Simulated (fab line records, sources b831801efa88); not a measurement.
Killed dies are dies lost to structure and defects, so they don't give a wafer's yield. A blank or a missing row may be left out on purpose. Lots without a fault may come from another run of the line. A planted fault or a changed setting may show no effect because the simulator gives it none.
fab line records | flow gf180mcu
record lots=5 wafers=15 last_day=34
route steps=602 shown LVPWELL@61 MVSD@66 MVPSD@78 VT_IMPLANT@90
lots that met no fault: from a run of the same line without faults
start_h: hours from the record's first day to the start of the lot's first wafer shown | wait_h: hours since the lot's step before | " the same as in the row above | L1.1+2: a row that stands for several wafers | - no value, or no start given | * or withheld: withheld | < > ~ a bound
route shown NAME@n: a module of which the file shows steps, and the number in the route of the first | usual: mean/standard deviation of fault-free wafers | same: alike in all rows | chamber/n: place in a boat | sites: the reading at each site | _std_site: their standard deviation | _edge_site: outer sites' mean less inner sites' | radius_mm: how far each site lies from the wafer's centre | mask NAME#n: copy n | behind: the tool/chamber that last shaped the wafer | hold: why the lot was held/for how many hours/how that ended | device: the transistor (n, p or np) that didn't switch | end of line: the same wafers' tests at the end of the route | a step without rows: its recipe alone | killed: dies lost to structure and defects at the first sort, not the wafer's yield | map: a wafer's dies, x killed, . not, _ none there
set.NAME: the setting as run; set.NAME@STEP: as run at that earlier step | model.NAME: the simulator's own value behind a step, which no gauge read
lots at some steps of the route; a table a step, a row a wafer
services: from which hour (start_h, from the record's first day; less than 0 if before it) a tool's chamber was out of use, for how many hours, and why
## steps
# step GF_LVPWELL_OVL_MEAS_07
# usual LVPWELL_OVL=-0.2/1.2
# columns lot.wafer tool chamber start_h wait_h LVPWELL_OVL[nm]
L075.1 overlay-02 - 74.80 - -0.3
L075.3 " - " " -0.8
L075.6 " - " " -1.0
L079.1 overlay-02 - 98.82 - 0.5
L079.2 " - " " 0.5
L079.3 " - " " 0.2
L083.1 overlay-02 - 120.30 - -0.1
L083.4 " - " " 0.2
L083.6 " - " " 1.0
L088.2 overlay-02 - 150.70 - 1.9
L088.4 " - " " 0.7
L088.5 " - " " 0.8
L097.2 overlay-01 - 199.90 - 0.8
L097.3 " - " " 1.7
L097.4 " - " " 1.0
# step GF_LVPWELL_IMPLANT_08
# recipe species=B energy_kev=170 dose_cm2=1.5e+13 tilt_deg=0
# same implant_ion_amu=11
# columns lot.wafer tool chamber start_h wait_h
L075.1+3+6 implanter-04 0 74.84 0.0
L079.1+2+3 implanter-04 0 98.85 0.0
L083.1+4+6 implanter-02 0 120.33 0.0
L088.2+4+5 implanter-04 0 150.76 0.0
L097.2+3+4 implanter-02 0 199.96 0.0
# step GF_LVPWELL_IMPLANT_09
# recipe species=B energy_kev=60 dose_cm2=5e+12 tilt_deg=0
# same implant_ion_amu=11
# columns lot.wafer tool chamber start_h wait_h
L075.1+3+6 implanter-04 0 74.99 0.1
L079.1+2+3 implanter-04 0 99.00 0.1
L083.1+4+6 implanter-02 0 120.48 0.1
L088.2+4+5 implanter-04 0 150.91 0.1
L097.2+3+4 implanter-02 0 200.11 0.1
# step GF_LVPWELL_STRIP_10
# recipe chemistry=O2/N2 power_w=1400 pressure_mtorr=1500 platen_temp_c=250 o2_flow_sccm=3000 n2_flow_sccm=300 overash_fraction=0.5
# usual chamber_pressure_mTorr=1500.1/1.4 drypump_motor_current_A=5.5/0.34 heater_power_w=332/13 oes_product_au=0.723/0.0043 strip_time_to_endpoint_s=36.95/0.12
# columns lot.wafer tool chamber start_h wait_h chamber_pressure_mTorr drypump_motor_current_A heater_power_w oes_product_au rf_hours_counter_h strip_time_to_endpoint_s
L075.1 plasma_asher-04 1 75.14 0.1 1503.2 5.4 328 0.721 27 37.02
L075.3 " 0 " " 1498.6 5.4 320 0.722 - 37.03
L075.6 " 1 " " 1501.3 5.4 338 0.727 - 37.02
L079.1 plasma_asher-02 0 99.15 0.1 1499.7 5.9 353 0.720 44 36.84
L079.2 " 1 " " 1501.2 5.1 336 0.721 44 36.85
L079.3 " 0 " " 1499.7 6.0 345 0.735 - 36.90
L083.1 plasma_asher-01 0 120.63 0.1 1499.2 5.3 318 0.719 46 36.79
L083.4 " 0 " " 1499.0 5.3 320 0.723 - 36.68
L083.6 " 0 " " 1498.2 5.2 313 0.729 - 36.65
L088.2 plasma_asher-02 0 151.03 0.1 1499.7 5.9 356 0.727 50 37.23
L088.4 " 0 " " 1498.3 5.9 347 0.725 - 37.22
L088.5 " 0 " " 1501.1 6.0 340 0.723 - 37.27
L097.2 plasma_asher-02 1 200.23 0.1 1499.6 5.1 333 0.725 55 36.92
L097.3 " 0 " " 1497.1 5.9 349 0.713 - 36.91
L097.4 " 1 " " 1501.0 5.1 343 0.720 - 36.81
# step GF_LVPWELL_TW_MEAS_11
# usual LVPWELL_TW=557/5.9
# columns lot.wafer tool chamber start_h wait_h LVPWELL_TW
L075.1 film_metro-03 - 75.24 0.1 554
L075.3 " - " " 552
L075.6 " - " " 551
L079.1 film_metro-03 - 99.25 0.1 556
L079.2 " - " " 557
L079.3 " - " " 555
L083.1 film_metro-01 - 120.74 0.1 563
L083.4 " - " " 563
L083.6 " - " " 564
L088.2 film_metro-02 - 151.14 0.1 552
L088.4 " - " " 554
L088.5 " - " " 551
L097.2 film_metro-02 - 200.34 0.1 552
L097.3 " - " " 553
L097.4 " - " " 555
# step GF_MVSD_DEHYDRATE_00
# recipe temp_c=200 time_s=60
# usual plate_temp_C=199.99/0.14
# columns lot.wafer tool chamber start_h wait_h plate_temp_C
L075.1 litho_track-03 0 81.27 6.0 200.05
L075.3 " 0 " " 200.09
L075.6 " 0 " " 200.18
L079.1 litho_track-04 0 105.35 6.1 200.27
L079.2 " 0 " " 200.13
L079.3 " 0 " " 199.91
L083.1 litho_track-03 0 127.67 6.9 199.94
L083.4 " 0 " " 200.07
L083.6 " 0 " " 199.78
L088.2 litho_track-02 0 158.40 7.2 200.17
L088.4 " 0 " " 200.05
L088.5 " 0 " " 199.83
L097.2 litho_track-02 0 208.60 8.2 200.03
L097.3 " 0 " " 199.63
L097.4 " 0 " " 199.91
# step GF_MVSD_HMDS_01
# recipe prime_time_s=60 prime_temp_c=120
# columns lot.wafer tool chamber start_h wait_h
L075.1+3+6 litho_track-03 0 81.42 0.1
L079.1+2+3 litho_track-04 0 105.50 0.1
L083.1+4+6 litho_track-03 0 127.82 0.1
L088.2+4+5 litho_track-02 0 158.55 0.1
L097.2+3+4 litho_track-02 0 208.75 0.1
# step GF_MVSD_COAT_02
# recipe spin_rpm=2000 resist_thk_nm=3000
# columns lot.wafer tool chamber start_h wait_h
L075.1+3+6 litho_track-03 0 81.57 0.1
L079.1+2+3 litho_track-04 0 105.65 0.1
L083.1+4+6 litho_track-03 0 127.97 0.1
L088.2+4+5 litho_track-02 0 158.70 0.1
L097.2+3+4 litho_track-02 0 208.90 0.1
# step GF_MVSD_SOFTBAKE_03
# recipe temp_c=110 time_s=withheld
# usual plate_temp_C=109.95/0.12
# columns lot.wafer tool chamber start_h wait_h plate_temp_C
L075.1 litho_track-03 0 81.72 0.1 109.91
L075.3 " 0 " " 110.11
L075.6 " 0 " " 110.02
L079.1 litho_track-04 0 105.80 0.1 109.92
L079.2 " 0 " " 109.95
L079.3 " 0 " " 109.95
L083.1 litho_track-03 0 128.12 0.1 109.90
L083.4 " 0 " " 110.04
L083.6 " 0 " " 109.65
L088.2 litho_track-02 0 158.86 0.1 109.83
L088.4 " 0 " " 109.94
L088.5 " 0 " " 109.99
L097.2 litho_track-02 0 209.06 0.1 110.22
L097.3 " 0 " " 110.09
L097.4 " 0 " " 110.01
# step GF_MVSD_EXPOSE_04
# recipe mask_id=MVSD target_cd_nm=1000 na=0.6 source_shape=conventional sigma_outer=0.6 dose_mj=260
# columns lot.wafer tool chamber start_h wait_h mask
L075.1+3+6 iline_stepper-01 0 - - MVSD#0
L079.1+2+3 iline_stepper-01 0 - - MVSD#0
L083.1+4+6 iline_stepper-02 0 - - MVSD#0
L088.2+4+5 iline_stepper-02 0 - - MVSD#0
L097.2+3+4 iline_stepper-02 0 - - MVSD#0
# step GF_MVSD_PEB_05
# recipe temp_c=115 time_s=withheld
# usual plate_temp_C=115.01/0.13
# columns lot.wafer tool chamber start_h wait_h plate_temp_C
L075.1 litho_track-02 0 - - 114.92
L075.3 " 0 " " 115.05
L075.6 " 0 " " 115.01
L079.1 litho_track-02 0 - - 115.09
L079.2 " 0 " " 114.99
L079.3 " 0 " " 115.18
L083.1 litho_track-04 0 - - 114.94
L083.4 " 0 " " 114.92
L083.6 " 0 " " 115.03
L088.2 litho_track-04 0 - - 114.88
L088.4 " 0 " " 114.96
L088.5 " 0 " " 114.77
L097.2 litho_track-02 0 - - 114.98
L097.3 " 0 " " 114.91
L097.4 " 0 " " 115.01
# step GF_MVSD_DEVELOP_06
# recipe wall_angle_deg=90 develop_time_s=60 dev_temp_c=23
# columns lot.wafer tool chamber start_h wait_h
L075.1+3+6 litho_track-02 0 - -
L079.1+2+3 litho_track-02 0 - -
L083.1+4+6 litho_track-04 0 - -
L088.2+4+5 litho_track-04 0 - -
L097.2+3+4 litho_track-02 0 - -
# step GF_MVSD_OVL_MEAS_07
# usual MVSD_OVL=0.7/1.5
# columns lot.wafer tool chamber start_h wait_h MVSD_OVL[nm]
L075.1 overlay-01 - 88.53 - 1.6
L075.3 " - " " 1.5
L075.6 " - " " 1.6
L079.1 overlay-02 - 118.98 - 2.0
L079.2 " - " " 2.0
L079.3 " - " " 3.0
L083.1 overlay-01 - 135.95 - 2.7
L083.4 " - " " 2.1
L083.6 " - " " 2.4
L088.2 overlay-01 - 166.70 - 1.2
L088.4 " - " " 1.6
L088.5 " - " " 0.4
L097.2 overlay-02 - 217.98 - 0.8
L097.3 " - " " -0.3
L097.4 " - " " -0.9
# step GF_MVSD_IMPLANT_08
# recipe species=P energy_kev=400 dose_cm2=1.637e+13 tilt_deg=0
# same implant_ion_amu=31
# columns lot.wafer tool chamber start_h wait_h
L075.1+3+6 implanter-02 0 88.56 0.0
L079.1+2+3 implanter-02 0 119.01 0.0
L083.1+4+6 implanter-02 0 135.98 0.0
L088.2+4+5 implanter-04 0 166.76 0.0
L097.2+3+4 implanter-02 0 218.04 0.0
# step GF_MVSD_IMPLANT_09
# recipe species=P energy_kev=100 dose_cm2=5e+12 tilt_deg=0
# same implant_ion_amu=31
# columns lot.wafer tool chamber start_h wait_h
L075.1+3+6 implanter-02 0 88.71 0.1
L079.1+2+3 implanter-02 0 119.16 0.1
L083.1+4+6 implanter-02 0 136.13 0.1
L088.2+4+5 implanter-04 0 166.91 0.1
L097.2+3+4 implanter-02 0 218.19 0.1
# step GF_MVSD_STRIP_10
# recipe chemistry=O2/N2 power_w=1400 pressure_mtorr=1500 platen_temp_c=250 o2_flow_sccm=3000 n2_flow_sccm=300 overash_fraction=0.5
# usual chamber_pressure_mTorr=1499.8/2.1 drypump_motor_current_A=5.56/0.28 heater_power_w=342/23 oes_product_au=0.723/0.005 strip_time_to_endpoint_s=36.94/0.095
# columns lot.wafer tool chamber start_h wait_h chamber_pressure_mTorr drypump_motor_current_A heater_power_w oes_product_au rf_hours_counter_h strip_time_to_endpoint_s
L075.1 plasma_asher-03 1 88.86 0.1 1501.5 5.89 388 0.712 44 36.64
L075.3 " 0 " " 1498.9 5.52 337 0.724 - 36.79
L075.6 " 0 " " 1503.3 5.50 326 0.724 - 36.72
L079.1 plasma_asher-02 1 119.31 0.1 1500.5 5.07 338 0.722 46 36.91
L079.2 " 0 " " 1499.7 5.94 353 0.724 46 36.85
L079.3 " 1 " " 1497.9 5.07 343 0.724 - 36.96
L083.1 plasma_asher-02 1 136.28 0.1 1500.0 5.07 331 0.719 48 36.94
L083.4 " 0 " " 1501.3 5.95 358 0.715 - 36.90
L083.6 " 1 " " 1501.4 5.10 330 0.720 - 36.93
L088.2 plasma_asher-02 0 167.03 0.1 1499.3 5.97 357 0.720 51 37.06
L088.4 " 0 " " 1501.4 5.99 359 0.724 - 36.96
L088.5 " 1 " " 1500.7 5.09 338 0.731 - 37.03
L097.2 plasma_asher-03 0 218.31 0.1 1499.0 5.50 329 0.724 11 36.95
L097.3 " 0 " " 1498.8 5.50 328 0.725 - 36.83
L097.4 " 1 " " 1500.2 5.87 377 0.725 - 36.89
# step GF_MVSD_TW_MEAS_11
# usual MVSD_TW=1587/17
# columns lot.wafer tool chamber start_h wait_h MVSD_TW
L075.1 film_metro-03 - 88.96 0.1 1574
L075.3 " - " " 1561
L075.6 " - " " 1567
L079.1 film_metro-01 - 119.41 0.1 1610
L079.2 " - " " 1609
L079.3 " - " " 1615
L083.1 film_metro-01 - 136.44 0.1 1603
L083.4 " - " " 1601
L083.6 " - " " 1605
L088.2 film_metro-02 - 167.14 0.1 1569
L088.4 " - " " 1574
L088.5 " - " " 1584
L097.2 film_metro-01 - 218.42 0.1 1603
L097.3 " - " " 1603
L097.4 " - " " 1608
# step GF_MVPSD_DEHYDRATE_00
# recipe temp_c=200 time_s=60
# usual plate_temp_C=200.02/0.14
# columns lot.wafer tool chamber start_h wait_h plate_temp_C
L075.1 litho_track-04 0 95.10 6.1 199.98
L075.3 " 0 " " 200.04
L075.6 " 0 " " 200.03
L079.1 litho_track-01 0 125.20 5.8 200.28
L079.2 " 0 " " 200.44
L079.3 " 0 " " 200.36
L083.1 litho_track-02 0 143.43 7.0 199.99
L083.4 " 0 " " 199.93
L083.6 " 0 " " 199.93
L088.2 litho_track-01 0 175.08 7.9 200.00
L088.4 " 0 " " 200.04
L088.5 " 0 " " 200.13
L097.2 litho_track-04 0 226.92 8.5 199.88
L097.3 " 0 " " 200.01
L097.4 " 0 " " 200.04
# step GF_MVPSD_HMDS_01
# recipe prime_time_s=60 prime_temp_c=120
# columns lot.wafer tool chamber start_h wait_h
L075.1+3+6 litho_track-04 0 95.25 0.1
L079.1+2+3 litho_track-01 0 125.35 0.1
L083.1+4+6 litho_track-02 0 143.58 0.1
L088.2+4+5 litho_track-01 0 175.23 0.1
L097.2+3+4 litho_track-04 0 227.07 0.1
# step GF_MVPSD_COAT_02
# recipe spin_rpm=2000 resist_thk_nm=3000
# columns lot.wafer tool chamber start_h wait_h
L075.1+3+6 litho_track-04 0 95.40 0.1
L079.1+2+3 litho_track-01 0 125.50 0.1
L083.1+4+6 litho_track-02 0 143.73 0.1
L088.2+4+5 litho_track-01 0 175.38 0.1
L097.2+3+4 litho_track-04 0 227.22 0.1
# step GF_MVPSD_SOFTBAKE_03
# recipe temp_c=110 time_s=withheld
# usual plate_temp_C=110.01/0.12
# columns lot.wafer tool chamber start_h wait_h plate_temp_C
L075.1 litho_track-04 0 95.55 0.1 110.03
L075.3 " 0 " " 110.05
L075.6 " 0 " " 109.82
L079.1 litho_track-01 0 125.65 0.1 109.99
L079.2 " 0 " " 109.95
L079.3 " 0 " " 109.88
L083.1 litho_track-02 0 143.88 0.1 110.07
L083.4 " 0 " " 110.00
L083.6 " 0 " " 110.31
L088.2 litho_track-01 0 175.53 0.1 109.98
L088.4 " 0 " " 109.98
L088.5 " 0 " " 110.02
L097.2 litho_track-04 0 227.38 0.1 110.01
L097.3 " 0 " " 110.19
L097.4 " 0 " " 109.98
# step GF_MVPSD_EXPOSE_04
# recipe mask_id=MVPSD target_cd_nm=1000 na=0.6 source_shape=conventional sigma_outer=0.6 dose_mj=260
# columns lot.wafer tool chamber start_h wait_h mask
L075.1+3+6 iline_stepper-02 0 - - MVPSD#0
L079.1+2+3 iline_stepper-02 0 - - MVPSD#0
L083.1+4+6 iline_stepper-02 0 - - MVPSD#0
L088.2+4+5 iline_stepper-01 0 - - MVPSD#0
L097.2+3+4 iline_stepper-02 0 - - MVPSD#0
# step GF_MVPSD_PEB_05
# recipe temp_c=115 time_s=withheld
# usual plate_temp_C=115.00/0.15
# columns lot.wafer tool chamber start_h wait_h plate_temp_C
L075.1 litho_track-04 0 - - 115.08
L075.3 " 0 " " 114.95
L075.6 " 0 " " 114.85
L079.1 litho_track-01 0 - - 114.79
L079.2 " 0 " " 114.87
L079.3 " 0 " " 114.81
L083.1 litho_track-01 0 - - 114.78
L083.4 " 0 " " 114.72
L083.6 " 0 " " 114.95
L088.2 litho_track-02 0 - - 115.06
L088.4 " 0 " " 114.93
L088.5 " 0 " " 114.82
L097.2 litho_track-04 0 - - 114.94
L097.3 " 0 " " 114.84
L097.4 " 0 " " 114.92
# step GF_MVPSD_DEVELOP_06
# recipe wall_angle_deg=90 develop_time_s=60 dev_temp_c=23
# columns lot.wafer tool chamber start_h wait_h
L075.1+3+6 litho_track-04 0 - -
L079.1+2+3 litho_track-01 0 - -
L083.1+4+6 litho_track-01 0 - -
L088.2+4+5 litho_track-02 0 - -
L097.2+3+4 litho_track-04 0 - -
# step GF_MVPSD_OVL_MEAS_07
# usual MVPSD_OVL=0.0/1.6
# columns lot.wafer tool chamber start_h wait_h MVPSD_OVL[nm]
L075.1 overlay-02 - 102.50 - -1.0
L075.3 " - " " 1.4
L075.6 " - " " 2.3
L079.1 overlay-02 - 134.15 - 1.6
L079.2 " - " " 3.0
L079.3 " - " " 1.5
L083.1 overlay-02 - 151.75 - -3.2
L083.4 " - " " -3.2
L083.6 " - " " -2.7
L088.2 overlay-02 - 183.63 - 1.3
L088.4 " - " " 0.5
L088.5 " - " " 0.9
L097.2 overlay-01 - 236.10 - -1.7
L097.3 " - " " -1.1
L097.4 " - " " 0.5
# step GF_MVPSD_IMPLANT_08
# recipe species=B energy_kev=170 dose_cm2=1.5e+13 tilt_deg=0
# same implant_ion_amu=11
# columns lot.wafer tool chamber start_h wait_h
L075.1+3+6 implanter-02 0 102.53 0.0
L079.1+2+3 implanter-03 0 134.19 0.0
L083.1+4+6 implanter-03 0 151.79 0.0
L088.2+4+5 implanter-02 0 183.69 0.0
L097.2+3+4 implanter-02 0 236.16 0.0
# step GF_MVPSD_IMPLANT_09
# recipe species=B energy_kev=40 dose_cm2=5e+12 tilt_deg=0
# same implant_ion_amu=11
# columns lot.wafer tool chamber start_h wait_h
L075.1+3+6 implanter-02 0 102.68 0.1
L079.1+2+3 implanter-03 0 134.34 0.1
L083.1+4+6 implanter-03 0 151.94 0.1
L088.2+4+5 implanter-02 0 183.84 0.1
L097.2+3+4 implanter-02 0 236.31 0.1
# step GF_MVPSD_STRIP_10
# recipe chemistry=O2/N2 power_w=1400 pressure_mtorr=1500 platen_temp_c=250 o2_flow_sccm=3000 n2_flow_sccm=300 overash_fraction=0.5
# usual chamber_pressure_mTorr=1500.0/1.3 drypump_motor_current_A=5.6/0.36 heater_power_w=339/19 oes_product_au=0.723/0.0041 strip_time_to_endpoint_s=36.95/0.12
# columns lot.wafer tool chamber start_h wait_h chamber_pressure_mTorr drypump_motor_current_A heater_power_w oes_product_au rf_hours_counter_h strip_time_to_endpoint_s
L075.1 plasma_asher-03 0 102.83 0.1 1501.0 5.5 326 0.727 45 37.05
L075.3 " 1 " " 1500.5 5.9 392 0.722 - 37.06
L075.6 " 0 " " 1500.8 5.5 335 0.724 - 37.11
L079.1 plasma_asher-02 1 134.49 0.1 1501.4 5.1 346 0.725 48 36.85
L079.2 " 0 " " 1501.5 6.0 346 0.724 48 36.77
L079.3 " 1 " " 1500.5 5.1 343 0.723 - 36.97
L083.1 plasma_asher-03 0 152.09 0.1 1500.0 5.5 331 0.721 4 36.91
L083.4 " 0 " " 1501.9 5.5 325 0.724 - 36.91
L083.6 " 0 " " 1499.1 5.5 329 0.720 - 36.96
L088.2 plasma_asher-02 0 183.96 0.1 1499.7 6.0 351 0.728 53 36.90
L088.4 " 1 " " 1498.2 5.1 338 0.716 - 36.97
L088.5 " 0 " " 1499.3 5.9 356 0.720 - 36.86
L097.2 plasma_asher-02 0 236.43 0.1 1499.2 5.9 358 0.730 58 37.11
L097.3 " 0 " " 1499.8 6.0 346 0.723 - 37.01
L097.4 " 1 " " 1498.4 5.1 344 0.722 - 37.17
# step GF_MVPSD_TW_MEAS_11
# usual MVPSD_TW=554/5.4
# columns lot.wafer tool chamber start_h wait_h MVPSD_TW
L075.1 film_metro-02 - 102.93 0.1 547
L075.3 " - " " 543
L075.6 " - " " 545
L079.1 film_metro-02 - 134.59 0.1 548
L079.2 " - " " 549
L079.3 " - " " 548
L083.1 film_metro-01 - 152.19 0.1 560
L083.4 " - " " 558
L083.6 " - " " 557
L088.2 film_metro-01 - 184.10 0.1 558
L088.4 " - " " 556
L088.5 " - " " 555
L097.2 film_metro-03 - 236.54 0.1 547
L097.3 " - " " 551
L097.4 " - " " 549
# step GF_VT_IMPLANT_DEHYDRATE_00
# recipe temp_c=200 time_s=60
# usual plate_temp_C=199.99/0.15
# columns lot.wafer tool chamber start_h wait_h plate_temp_C
L075.1 litho_track-03 0 109.42 6.5 200.02
L075.3 " 0 " " 199.74
L075.6 " 0 " " 199.91
L079.1 litho_track-01 0 141.25 6.7 200.05
L079.2 " 0 " " 199.99
L079.3 " 0 " " 200.31
L083.1 litho_track-02 0 159.38 7.2 200.07
L083.4 " 0 " " 200.12
L083.6 " 0 " " 199.99
L088.2 litho_track-01 0 192.18 8.1 199.84
L088.4 " 0 " " 199.91
L088.5 " 0 " " 200.05
L097.2 litho_track-01 0 245.42 8.9 199.82
L097.3 " 0 " " 200.08
L097.4 " 0 " " 199.80
# step GF_VT_IMPLANT_HMDS_01
# recipe prime_time_s=60 prime_temp_c=120
# columns lot.wafer tool chamber start_h wait_h
L075.1+3+6 litho_track-03 0 109.57 0.1
L079.1+2+3 litho_track-01 0 141.40 0.1
L083.1+4+6 litho_track-02 0 159.53 0.1
L088.2+4+5 litho_track-01 0 192.33 0.1
L097.2+3+4 litho_track-01 0 245.57 0.1
# step GF_VT_IMPLANT_COAT_02
# recipe resist=NOVOLAK spin_rpm=3000 resist_thk_nm=1000
# columns lot.wafer tool chamber start_h wait_h
L075.1+3+6 litho_track-03 0 109.72 0.1
L079.1+2+3 litho_track-01 0 141.55 0.1
L083.1+4+6 litho_track-02 0 159.68 0.1
L088.2+4+5 litho_track-01 0 192.48 0.1
L097.2+3+4 litho_track-01 0 245.72 0.1
# step GF_VT_IMPLANT_SOFTBAKE_03
# recipe temp_c=90 time_s=60 resist=NOVOLAK
# usual plate_temp_C=89.98/0.14
# columns lot.wafer tool chamber start_h wait_h plate_temp_C
L075.1 litho_track-03 0 109.87 0.1 90.09
L075.3 " 0 " " 90.19
L075.6 " 0 " " 90.01
L079.1 litho_track-01 0 141.70 0.1 89.88
L079.2 " 0 " " 90.00
L079.3 " 0 " " 90.14
L083.1 litho_track-02 0 159.83 0.1 89.93
L083.4 " 0 " " 89.87
L083.6 " 0 " " 89.94
L088.2 litho_track-01 0 192.63 0.1 90.05
L088.4 " 0 " " 89.93
L088.5 " 0 " " 90.07
L097.2 litho_track-01 0 245.87 0.1 89.99
L097.3 " 0 " " 89.94
L097.4 " 0 " " 90.03
# step GF_VT_IMPLANT_EXPOSE_04
# recipe mask_id=LVPWELL_LV_AREA target_cd_nm=600 na=0.6 source_shape=conventional sigma_outer=0.6 dose_mj=140
# columns lot.wafer tool chamber start_h wait_h mask
L075.1+3+6 iline_stepper-01 0 - - LVPWELL_LV_AREA#0
L079.1+2+3 iline_stepper-01 0 - - LVPWELL_LV_AREA#0
L083.1+4+6 iline_stepper-01 0 - - LVPWELL_LV_AREA#0
L088.2+4+5 iline_stepper-02 0 - - LVPWELL_LV_AREA#0
L097.2+3+4 iline_stepper-02 0 - - LVPWELL_LV_AREA#0
# step GF_VT_IMPLANT_PEB_05
# recipe temp_c=withheld time_s=* resist=NOVOLAK
# columns lot.wafer tool chamber start_h wait_h
L075.1+3+6 litho_track-02 0 - -
L079.1+2+3 litho_track-01 0 - -
L083.1+4+6 litho_track-03 0 - -
L088.2+4+5 litho_track-03 0 - -
L097.2+3+4 litho_track-03 0 - -
# step GF_VT_IMPLANT_DEVELOP_06
# recipe develop_time_s=60 dev_temp_c=23
# columns lot.wafer tool chamber start_h wait_h
L075.1+3+6 litho_track-02 0 117.58 0.1
L079.1+2+3 litho_track-01 0 149.40 0.1
L083.1+4+6 litho_track-03 0 168.02 0.1
L088.2+4+5 litho_track-03 0 200.99 0.1
L097.2+3+4 litho_track-03 0 253.54 0.1
# step GF_VT_IMPLANT_OVL_MEAS_07
# usual VT_IMPLANT_OVL=0.7/1.4
# columns lot.wafer tool chamber start_h wait_h VT_IMPLANT_OVL[nm]
L075.1 overlay-01 - 117.73 0.1 1.4
L075.3 " - " " 1.6
L075.6 " - " " 2.1
L079.1 overlay-02 - 149.55 0.1 2.5
L079.2 " - " " 2.2
L079.3 " - " " 2.1
L083.1 overlay-02 - 168.17 0.1 0.0
L083.4 " - " " 1.0
L083.6 " - " " 0.5
L088.2 overlay-02 - 201.12 0.1 2.0
L088.4 " - " " 1.8
L088.5 " - " " 2.5
L097.2 overlay-02 - 253.67 0.1 2.4
L097.3 " - " " 0.9
L097.4 " - " " 2.6
# step GF_VT_IMPLANT_IMPLANT_08
# recipe species=BF2 energy_kev=20 dose_cm2=8.565e+12 tilt_deg=7
# same implant_ion_amu=49
# columns lot.wafer tool chamber start_h wait_h
L075.1+3+6 implanter-03 0 117.76 0.0
L079.1+2+3 implanter-03 0 149.59 0.0
L083.1+4+6 implanter-03 0 168.20 0.0
L088.2+4+5 implanter-01 0 201.18 0.0
L097.2+3+4 implanter-04 0 253.73 0.0
# step GF_VT_IMPLANT_STRIP_09
# recipe chemistry=O2/N2 power_w=1400 pressure_mtorr=1500 platen_temp_c=250 o2_flow_sccm=3000 n2_flow_sccm=300 overash_fraction=0.5
# usual chamber_pressure_mTorr=1500.1/1.4 drypump_motor_current_A=5.56/0.24 heater_power_w=332/20 oes_product_au=0.716/0.0048 strip_time_to_endpoint_s=12.62/0.036
# columns lot.wafer tool chamber start_h wait_h chamber_pressure_mTorr drypump_motor_current_A heater_power_w oes_product_au rf_hours_counter_h strip_time_to_endpoint_s
L075.1 plasma_asher-04 1 117.91 0.1 1499.4 5.41 333 0.711 33 12.61
L075.3 " 0 " " 1500.3 5.39 312 0.706 - 12.62
L075.6 " 0 " " 1498.8 5.40 317 0.712 - 12.60
L079.1 plasma_asher-03 0 149.74 0.1 1499.7 5.51 320 0.722 4 12.61
L079.2 " 1 " " 1500.4 5.88 380 0.718 4 12.62
L079.3 " 1 " " 1499.7 5.88 385 0.711 - 12.58
L083.1 plasma_asher-01 0 168.35 0.1 1499.5 5.26 319 0.721 51 12.66
L083.4 " 1 " " 1498.6 5.89 331 0.725 - 12.67
L083.6 " 1 " " 1499.6 5.89 325 0.716 - 12.67
L088.2 plasma_asher-03 0 201.30 0.1 1500.4 5.52 324 0.719 9 12.59
L088.4 " 0 " " 1498.2 5.53 330 0.715 - 12.60
L088.5 " 1 " " 1500.6 5.89 366 0.711 - 12.63
L097.2 plasma_asher-04 0 253.85 0.1 1501.5 5.40 308 0.709 46 12.60
L097.3 " 1 " " 1499.9 5.40 335 0.724 - 12.63
L097.4 " 0 " " 1500.4 5.36 315 0.715 - 12.62
# step GF_VT_IMPLANT_TW_MEAS_10
# usual VT_IMPLANT_TW=569/5.2
# columns lot.wafer tool chamber start_h wait_h VT_IMPLANT_TW
L075.1 film_metro-04 - 118.04 0.1 570
L075.3 " - " " 569
L075.6 " - " " 569
L079.1 film_metro-02 - 149.84 0.1 563
L079.2 " - " " 560
L079.3 " - " " 560
L083.1 film_metro-02 - 168.45 0.1 563
L083.4 " - " " 561
L083.6 " - " " 561
L088.2 film_metro-04 - 201.41 0.1 572
L088.4 " - " " 574
L088.5 " - " " 570
L097.2 film_metro-04 - 253.96 0.1 571
L097.3 " - " " 570
L097.4 " - " " 573
# step GF_VT_IMPLANT_DEHYDRATE_11
# recipe temp_c=200 time_s=60
# usual plate_temp_C=200.00/0.16
# columns lot.wafer tool chamber start_h wait_h plate_temp_C
L075.1 litho_track-03 0 123.97 5.9 200.31
L075.3 " 0 " " 199.94
L075.6 " 0 " " 200.29
L079.1 litho_track-01 0 156.80 7.0 200.02
L079.2 " 0 " " 200.11
L079.3 " 0 " " 200.00
L083.1 litho_track-03 0 175.82 7.4 199.85
L083.4 " 0 " " 199.90
L083.6 " 0 " " 199.81
L088.2 litho_track-01 0 209.88 8.5 200.14
L088.4 " 0 " " 199.97
L088.5 " 0 " " 200.07
L097.2 litho_track-03 0 264.29 10.3 199.99
L097.3 " 0 " " 200.02
L097.4 " 0 " " 200.13
# step GF_VT_IMPLANT_HMDS_12
# recipe prime_time_s=60 prime_temp_c=120
# columns lot.wafer tool chamber start_h wait_h
L075.1+3+6 litho_track-03 0 124.12 0.1
L079.1+2+3 litho_track-01 0 156.95 0.1
L083.1+4+6 litho_track-03 0 175.97 0.1
L088.2+4+5 litho_track-01 0 210.03 0.1
L097.2+3+4 litho_track-03 0 264.44 0.1
# step GF_VT_IMPLANT_COAT_13
# recipe resist=NOVOLAK spin_rpm=3000 resist_thk_nm=1000
# columns lot.wafer tool chamber start_h wait_h
L075.1+3+6 litho_track-03 0 124.27 0.1
L079.1+2+3 litho_track-01 0 157.10 0.1
L083.1+4+6 litho_track-03 0 176.12 0.1
L088.2+4+5 litho_track-01 0 210.18 0.1
L097.2+3+4 litho_track-03 0 264.59 0.1
## services
# columns tool chamber start_h hours kind
plasma_asher-02 - 53.24 2.8 pm
iline_stepper-01 - 55.76 11.2 repair
implanter-03 - 75.76 2.6 repair
implanter-01 - 91.14 2.4 repair
plasma_asher-03 - 95.90 5.1 repair
plasma_asher-01 - 101.53 3.5 repair
implanter-01 - 101.81 1.2 repair
iline_stepper-02 - 104.27 12.4 repair
iline_stepper-01 - 105.43 6.8 repair
implanter-02 - 105.95 8.9 repair
plasma_asher-03 - 108.75 9.0 pm
plasma_asher-03 0 108.75 9.0 vent_cycle
plasma_asher-01 - 110.18 9.5 repair
implanter-03 - 123.61 2.0 repair
iline_stepper-01 - 126.58 4.4 pm
implanter-01 - 137.87 2.8 repair
iline_stepper-01 - 161.43 4.1 repair
iline_stepper-02 - 165.56 1.7 pm
plasma_asher-04 - 191.48 7.8 repair
implanter-01 - 203.48 3.0 repair
implanter-02 - 251.97 5.0 repair
implanter-03 - 252.06 2.3 repair
iline_stepper-01 - 256.33 1.7 pm
implanter-02 - 258.57 5.6 pm
## key
fault none
